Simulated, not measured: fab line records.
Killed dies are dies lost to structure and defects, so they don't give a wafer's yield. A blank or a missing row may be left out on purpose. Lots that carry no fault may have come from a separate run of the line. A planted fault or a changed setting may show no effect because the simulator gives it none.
Problem report, 8D (eight disciplines) form, completed by code	flow gf180mcu	the parts of the form that need people (team, actions taken, sign-off) are left out

1. PROBLEM STATEMENT
Wafers free of any fault read 686.3 (standard deviation 2.6) for VT_IMPLANT_4_TW at GF_VT_IMPLANT_TW_MEAS_43, against a mean of 612.9 on 6 wafers of 2 lots. Measured from the usual mean, that is -28 standard deviations.
First seen on wafer L122.1, day 9 22:45, on filmMetro-03. The record has a number at this step for 39 wafers belonging to 13 lots. By rule, "out" or "out of limits" means more than 4 standard deviations away from the usual mean. The rest of the wafers with a number are treated as sound.

2. WHAT IT IS; WHAT IT IS NOT
question	is	is not
which readings at this step	VT_IMPLANT_4_TW	-
which lots	L122, L125	L114, L115, L116, L121, L126, L131, L132, L133, L135, L136, L137
which wafers of those lots	all that have a number	-
read on which gauges	filmMetro-03	filmMetro-02, filmMetro-04
when	from day 9 22:45	up to then (12 sound wafers); but 21 sound wafers of L126, L131, L132, L133, L135, L136, L137 came after

3. WHAT RULES OUT EACH SUSPECT
Counting: a tool at a process step up to the reading stays a suspect if it ran every lot that is out and no sound lot after the first of them.
- ruled out: the gauge at GF_VT_IMPLANT_TW_MEAS_43. All the wafers that are out were read on filmMetro-03, but those of them that GF_VT_IMPLANT_IMPLANT_41 has rows for are out there too, on other tools.
- implanter-04 at GF_VT_IMPLANT_IMPLANT_41: kept. Every lot that is out went through it, starting with L122 (day 9 22:30), and after that it ran no sound lot; the last sound lot it ran before then is L121 (day 9 18:34). On those wafers its own readings are out: tiltDeg.
After counting, what remains is implanter-04 at GF_VT_IMPLANT_IMPLANT_41.

4. THE CAUSE (what the simulator had put in)
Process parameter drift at GF_VT_IMPLANT_IMPLANT_41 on implanter-04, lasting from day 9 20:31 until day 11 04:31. The setting tiltDeg was moved by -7, starting from 7. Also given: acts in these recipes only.
This tool alone remained once counting was done.

5. SEQUENCE OF EFFECTS, ordered by route
Each row: a reading whose mean over the struck wafers that have a number lies more than 3 standard deviations from the usual. Scope: only readings with a usual standard deviation given in the record; hours: median across lots of the time from each lot's start at the first step in this table that gives one to its start at this step; sigmas: change in usual standard deviations.
hours	step	reading	usual	on struck wafers	change	sigmas
0	GF_VT_IMPLANT_IMPLANT_41	tiltDeg	6.998 degrees	0.005	-6.994	-99 or more
0	GF_VT_IMPLANT_TW_MEAS_43	VT_IMPLANT_4_TW	686.3	612.9	-73.4	-28
The process steps in it:
- GF_VT_IMPLANT_IMPLANT_41
Later steps that measure or inspect, where all struck wafers having a row at the step show a number for every such reading and not one has moved that far: GF_V1_RS_MEAS_24.

6. HOW IT WOULD HAVE BEEN CAUGHT EARLIER
Counted from the fault's start at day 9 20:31, it took 2 hours until the first out-of-limits reading at a measuring or inspecting step in this record, taken at day 9 22:45.
Tool's own readings at GF_VT_IMPLANT_IMPLANT_41, tiltDeg: out on all struck wafers the step has rows for; an alarm limit on them would have tripped on the first.
Of the lots that are out (2), L125 began GF_VT_IMPLANT_IMPLANT_41 on implanter-04 after day 9 22:45. Had the tool been put on hold then, it would have been spared.
